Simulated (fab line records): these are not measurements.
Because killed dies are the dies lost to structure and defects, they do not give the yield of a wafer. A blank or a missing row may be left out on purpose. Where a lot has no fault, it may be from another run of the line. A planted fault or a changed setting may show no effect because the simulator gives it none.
One fault through the eyes of 2 desks / flow gf180mcu / only its own numbers are on each desk; what lay behind them is given at the end

THE METROLOGY DESK
Means of the sampled wafers that have a number, per lot and without regard to the tool the lot ran on: this is what the gauges read. A lot is out of limits, marked OUT, if its mean lies more than 4 standard deviations from the usual mean; the brackets give that distance.
Columns: A = VT_IMPLANT_TW at GF_VT_IMPLANT_TW_MEAS_10, usual 563; B = NWELL_RS at GF_VT_IMPLANT_RS_MEAS_47, usual 488.3 ohm/sq; C = cd-nm at GF_POLY_GATE_CD_MEAS_10, usual 279.7 nm
lot=L682; first seen here=day 5 15:37; A=557; B=488.5; C=279.4
lot=L683; first seen here=day 5 18:49; A=568; B=488.2; C=280.4
lot=L684; first seen here=day 6 01:03; A=567; B=488.1; C=279.7
lot=L685; first seen here=day 6 08:52; A=560; B=488.5; C=279.9
lot=L686; first seen here=day 6 13:35; A=564; B=488.5; C=281.4
lot=L690; first seen here=day 7 14:55; A=561; B=489.8; C=280.0
lot=L692; first seen here=day 8 04:46; A=566; B=486.4; C=277.9
lot=L693; first seen here=day 8 12:06; A=560; B=488.4; C=281.3
lot=L695; first seen here=day 8 20:54; A=559; B=486.8; C=279.8
lot=L697; first seen here=day 9 14:13; A=562; B=487.9; C=280.6
lot=L700; first seen here=day 10 05:18; A=568; B=488.1; C=280.3
lot=L702; first seen here=day 10 16:51; A=560; B=485.3; C=278.9
lot=L704; first seen here=day 11 06:06; A=561; B=488.9; C=281.0
lot=L705; first seen here=day 11 14:44; A=561; B=490.8; C=281.9
Result from this desk: across the 14 lots, nothing is out of limits.

FOR THE TOOL OWNER'S DESK: wet-bench-04
The tool's own readings at GF_VT_IMPLANT_CLEAN_44 (cleans in SC1/SC2, time 150 s): means of the sampled wafers that have a number, for each lot that ran on this tool. A lot is out of limits, marked OUT, if its mean lies more than 4 standard deviations from the usual mean; the brackets give that distance.
Columns: A = run-length-s at GF_VT_IMPLANT_CLEAN_44, usual 178 s
lot=L692; first seen here=day 10 08:31; A=183
lot=L693; first seen here=day 10 15:02; A=184
lot=L695; first seen here=day 11 01:40; A=184
lot=L700; first seen here=day 12 13:34; A=99 (-19) OUT
lot=L704; first seen here=day 13 17:27; A=98 (-20) OUT
Finding of this desk: L700, L704 out of limits; the first was L700 at day 12 13:34, on run-length-s at GF_VT_IMPLANT_CLEAN_44. Within limits: L692, L693, L695.

PUT TOGETHER
The tool owner's desk had the chance to raise an alarm at day 12 13:34 on L700, L704.
At the metrology desk, nothing out of limits was observed.
The metrology desk holds a record of L700, L704, inside its limits.
GF_VT_IMPLANT_CLEAN_44 was run on wet-bench-04 by each of the lots named.

WHAT HAD BEEN PUT IN BY THE SIMULATOR
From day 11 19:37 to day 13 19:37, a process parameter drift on wet-bench-04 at GF_VT_IMPLANT_CLEAN_44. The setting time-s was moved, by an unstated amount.
Shown lots that were struck: L700, L704.
Time in hours from fault onset to the first out-of-limits reading at each desk: the tool owner's desk, 18.
